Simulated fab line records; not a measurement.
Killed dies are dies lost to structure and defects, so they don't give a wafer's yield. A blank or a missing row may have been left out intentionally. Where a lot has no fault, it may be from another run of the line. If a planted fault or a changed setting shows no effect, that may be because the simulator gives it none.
fab line records -- flow gf180mcu
record lots=6, wafers=18, last-day=34
route steps=602 shown VT_IMPLANT@95
lots that met no fault: from a run of the same line without faults
start-h: start of the lot's first displayed wafer, in hours after the record's first day -- wait-h: hours from the lot's prior step to this one -- " repeats the value in the row above -- L1.1+2: several wafers, shown together as one row -- - value missing, or start not given -- * or withheld: withheld -- < > ~ a bound
route shown NAME@n: names a module that has steps shown in the file, with the first one's number in the route -- usual: mean and standard deviation over wafers with no fault -- same: alike in all rows -- chamber/n: place in a boat -- sites: readings site by site -- _std_site: standard deviation across them -- _edge_site: outer sites' mean less inner sites' -- radius-mm: how far each site lies from the wafer's centre -- mask NAME#n: copy n -- behind: the most recent tool/chamber to have shaped the wafer -- hold: reason for holding the lot/hours on hold/outcome of the hold -- device: names the non-switching transistor (n, p or np) -- end of line: the tests these same wafers got at the end of their route -- a step without rows: its recipe alone -- killed: not the wafer's yield, but the dies lost to structure and defects at the first sort -- map: the dies of a wafer, with x for killed, . for not killed, _ for no die there
set.NAME: the setting that was run; set.NAME@STEP: the one run at that earlier step -- model.NAME: the simulator's own value behind a step, which no gauge read
certain route steps with their lots: each step a table, each wafer a row
services: from which hour (start-h, from the record's first day; less than 0 if before it) a tool's chamber was out of use, for how many hours, and why
## steps
# step GF_VT_IMPLANT_PEB_05
# recipe temp-c=withheld, time-s=*, resist=NOVOLAK
# step GF_VT_IMPLANT_DEVELOP_06
# recipe develop-time-s=60, dev-temp-c=23
# step GF_VT_IMPLANT_OVL_MEAS_07
# usual VT_IMPLANT_OVL=0.3/1.3
lot.wafer,tool,chamber,start-h,wait-h,VT_IMPLANT_OVL[nm]
L766.1,overlay-01,-,117.30,0.1,-0.2
L766.2,overlay-01,-,117.30,0.1,-0.8
L766.4,overlay-01,-,117.30,0.1,-0.5
L769.1,overlay-01,-,134.95,0.1,1.2
L769.3,overlay-01,-,134.95,0.1,1.4
L769.5,overlay-01,-,134.95,0.1,-1.0
L771.2,overlay-02,-,149.76,0.1,1.1
L771.4,overlay-02,-,149.76,0.1,-1.6
L771.5,overlay-02,-,149.76,0.1,-1.5
L772.3,overlay-02,-,152.47,0.1,-0.5
L772.4,overlay-02,-,152.47,0.1,0.3
L772.5,overlay-02,-,152.47,0.1,0.4
L783.2,overlay-02,-,220.41,0.1,0.7
L783.3,overlay-02,-,220.41,0.1,1.0
L783.5,overlay-02,-,220.41,0.1,0.7
L787.1,overlay-02,-,245.86,0.1,1.5
L787.5,overlay-02,-,245.86,0.1,1.5
L787.6,overlay-02,-,245.86,0.1,-1.7
# step GF_VT_IMPLANT_IMPLANT_08
# recipe species=BF2, energy-kev=20, dose-cm2=8.29e+12, tilt-deg=7
# step GF_VT_IMPLANT_STRIP_09
# recipe chemistry=O2/N2, power-w=1400, pressure-mtorr=1500, platen-temp-c=250, o2-flow-sccm=3000, n2-flow-sccm=300, overash-fraction=0.5
# usual drypump-motor-current-A=5.85/0.25, heater-power-w=331/30, oes-product-au=0.716/0.0047, strip-time-to-endpoint-s=12.63/0.035
lot.wafer,tool,chamber,start-h,wait-h,drypump-motor-current-A,heater-power-w,oes-product-au,rf-hours-counter-h,strip-time-to-endpoint-s
L766.1,plasma-asher-03,1,117.49,0.1,5.42,309,0.722,35,12.66
L766.2,plasma-asher-03,0,117.49,0.1,6.24,282,0.715,35,12.64
L766.4,plasma-asher-03,1,117.49,0.1,5.45,302,0.716,-,12.66
L769.1,plasma-asher-04,0,135.14,0.1,5.99,369,0.722,2,12.64
L769.3,plasma-asher-04,0,135.14,0.1,5.99,364,0.717,-,12.64
L769.5,plasma-asher-04,1,135.14,0.1,5.75,328,0.719,-,12.63
L771.2,plasma-asher-04,1,149.94,0.1,5.75,323,0.710,3,12.60
L771.4,plasma-asher-04,1,149.94,0.1,5.73,324,0.722,-,12.59
L771.5,plasma-asher-04,1,149.94,0.1,5.72,323,0.718,-,12.61
L772.3,plasma-asher-02,0,152.68,0.1,5.76,344,0.714,-,12.68
L772.4,plasma-asher-02,1,152.68,0.1,6.04,355,0.714,-,12.72
L772.5,plasma-asher-02,1,152.68,0.1,6.00,359,0.712,-,12.67
L783.2,plasma-asher-03,0,220.59,0.1,6.19,279,0.717,46,12.62
L783.3,plasma-asher-03,0,220.59,0.1,6.20,281,0.711,-,12.63
L783.5,plasma-asher-03,0,220.59,0.1,6.24,276,0.715,-,12.66
L787.1,plasma-asher-02,1,246.05,0.1,6.05,356,0.712,57,12.60
L787.5,plasma-asher-02,1,246.05,0.1,5.98,347,0.713,-,12.64
L787.6,plasma-asher-02,0,246.05,0.1,5.74,356,0.717,-,12.65
# step GF_VT_IMPLANT_TW_MEAS_10
# usual VT_IMPLANT_TW=561.7/2.3
lot.wafer,tool,chamber,start-h,wait-h,VT_IMPLANT_TW
L766.1,film-metro-04,-,117.59,0.1,563.3
L766.2,film-metro-04,-,117.59,0.1,560.5
L766.4,film-metro-04,-,117.59,0.1,561.6
L769.1,film-metro-04,-,135.24,0.1,563.8
L769.3,film-metro-04,-,135.24,0.1,561.3
L769.5,film-metro-04,-,135.24,0.1,564.0
L771.2,film-metro-01,-,150.05,0.1,562.6
L771.4,film-metro-01,-,150.05,0.1,561.2
L771.5,film-metro-01,-,150.05,0.1,562.3
L772.3,film-metro-04,-,152.77,0.1,562.4
L772.4,film-metro-04,-,152.77,0.1,563.1
L772.5,film-metro-04,-,152.77,0.1,562.4
L783.2,film-metro-01,-,220.70,0.1,561.1
L783.3,film-metro-01,-,220.70,0.1,560.8
L783.5,film-metro-01,-,220.70,0.1,561.7
L787.1,film-metro-02,-,246.15,0.1,561.6
L787.5,film-metro-02,-,246.15,0.1,559.7
L787.6,film-metro-02,-,246.15,0.1,559.5
# step GF_VT_IMPLANT_DEHYDRATE_11
# recipe temp-c=200, time-s=60
# step GF_VT_IMPLANT_HMDS_12
# recipe prime-time-s=60, prime-temp-c=120
# step GF_VT_IMPLANT_COAT_13
# recipe resist=NOVOLAK, spin-rpm=3000, resist-thk-nm=1020
# step GF_VT_IMPLANT_SOFTBAKE_14
# recipe temp-c=90, time-s=60, resist=NOVOLAK
# step GF_VT_IMPLANT_EXPOSE_15
# recipe mask-id=Nwell_LV_AREA, target-cd-nm=860, na=0.6, source-shape=conventional, sigma-outer=0.6, dose-mj=140
# step GF_VT_IMPLANT_PEB_16
# recipe temp-c=withheld, time-s=*, resist=NOVOLAK
# step GF_VT_IMPLANT_DEVELOP_17
# recipe develop-time-s=60, dev-temp-c=23
# usual chill-plate-temp-C=23.00/0.096, develop-time-s=60/0
lot.wafer,tool,chamber,start-h,wait-h,chill-plate-temp-C,develop-time-s
L766.1,litho-track-01,0,132.60,0.1,22.88,60
L766.2,litho-track-01,0,132.60,0.1,22.95,60
L766.4,litho-track-01,0,132.60,0.1,22.76,60
L769.1,litho-track-02,0,150.71,0.1,23.14,60
L769.3,litho-track-02,0,150.71,0.1,22.92,60
L769.5,litho-track-02,0,150.71,0.1,23.05,60
L771.2,litho-track-02,-,165.49,0.1,-,-
L771.4,litho-track-02,-,165.49,0.1,-,-
L771.5,litho-track-02,-,165.49,0.1,-,-
L772.3,litho-track-02,-,168.56,0.1,-,-
L772.4,litho-track-02,-,168.56,0.1,-,-
L772.5,litho-track-02,-,168.56,0.1,-,-
L783.2,litho-track-02,0,238.29,0.1,23.03,60
L783.3,litho-track-02,0,238.29,0.1,23.06,60
L783.5,litho-track-02,0,238.29,0.1,23.05,60
L787.1,litho-track-04,0,264.85,0.1,22.98,60
L787.5,litho-track-04,0,264.85,0.1,23.02,60
L787.6,litho-track-04,0,264.85,0.1,23.07,60
# step GF_VT_IMPLANT_OVL_MEAS_18
# usual VT_IMPLANT_01_OVL=-0.3/1.2
lot.wafer,tool,chamber,start-h,wait-h,VT_IMPLANT_01_OVL[nm]
L766.1,overlay-01,-,132.75,0.1,-0.3
L766.2,overlay-01,-,132.75,0.1,0.3
L766.4,overlay-01,-,132.75,0.1,-0.7
L769.1,overlay-02,-,150.86,0.1,-1.1
L769.3,overlay-02,-,150.86,0.1,0.7
L769.5,overlay-02,-,150.86,0.1,-1.6
L771.2,overlay-01,-,165.62,0.1,-
L771.4,overlay-01,-,165.62,0.1,-
L771.5,overlay-01,-,165.62,0.1,-
L772.3,overlay-01,-,168.67,0.1,-
L772.4,overlay-01,-,168.67,0.1,-
L772.5,overlay-01,-,168.67,0.1,-
L783.2,overlay-01,-,238.42,0.1,1.3
L783.3,overlay-01,-,238.42,0.1,1.5
L783.5,overlay-01,-,238.42,0.1,2.5
L787.1,overlay-01,-,265.00,0.1,1.8
L787.5,overlay-01,-,265.00,0.1,1.7
L787.6,overlay-01,-,265.00,0.1,-0.6
## services
tool,chamber,start-h,hours,kind
plasma-asher-04,-,108.75,9.0,pm
plasma-asher-04,0,108.75,9.0,vent-cycle
plasma-asher-04,1,108.75,9.0,vent-cycle
plasma-asher-04,0,117.75,-,clean
plasma-asher-04,1,117.75,-,clean
litho-track-01,-,167.32,-,consumable-replace:filter
plasma-asher-04,-,169.65,5.1,repair
plasma-asher-02,-,187.20,4.3,pm
## key
first-sign step=GF_VT_IMPLANT_DEVELOP_17, reading=tool-record, direction=missing
effect none on later readings
met-at GF_VT_IMPLANT_DEVELOP_17
struck-wafers L771.2,L771.4,L771.5,L772.3,L772.4,L772.5
later-rows-left-out L771.2,L771.4,L771.5,L772.3,L772.4,L772.5
sort-left-out L771.2,L771.4,L771.5,L772.3,L772.4,L772.5
tester-left-out L771,L772
onset-between 150.71 165.49
fault kind=skipped-step-whole, tool=litho-track-02, chamber=-, onset-h=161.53, steps=GF_VT_IMPLANT_DEVELOP_17, scope=struck-lots-only
# tester-left-out: of these lots the tester's yield and bins aren't shown, on N5 and GAA mostly nor the transistor test; their killed dies are dies lost to structure and defects alone, not to doping, threshold or leakage, so they don't give the yield
# sort-left-out: the simulated sort isn't trusted on such a fault, so these wafers' sort isn't shown, and their yield isn't known
# later-rows-left-out: the simulator's readings of these wafers behind a module that went badly wrong aren't trusted and aren't shown, but for the sort
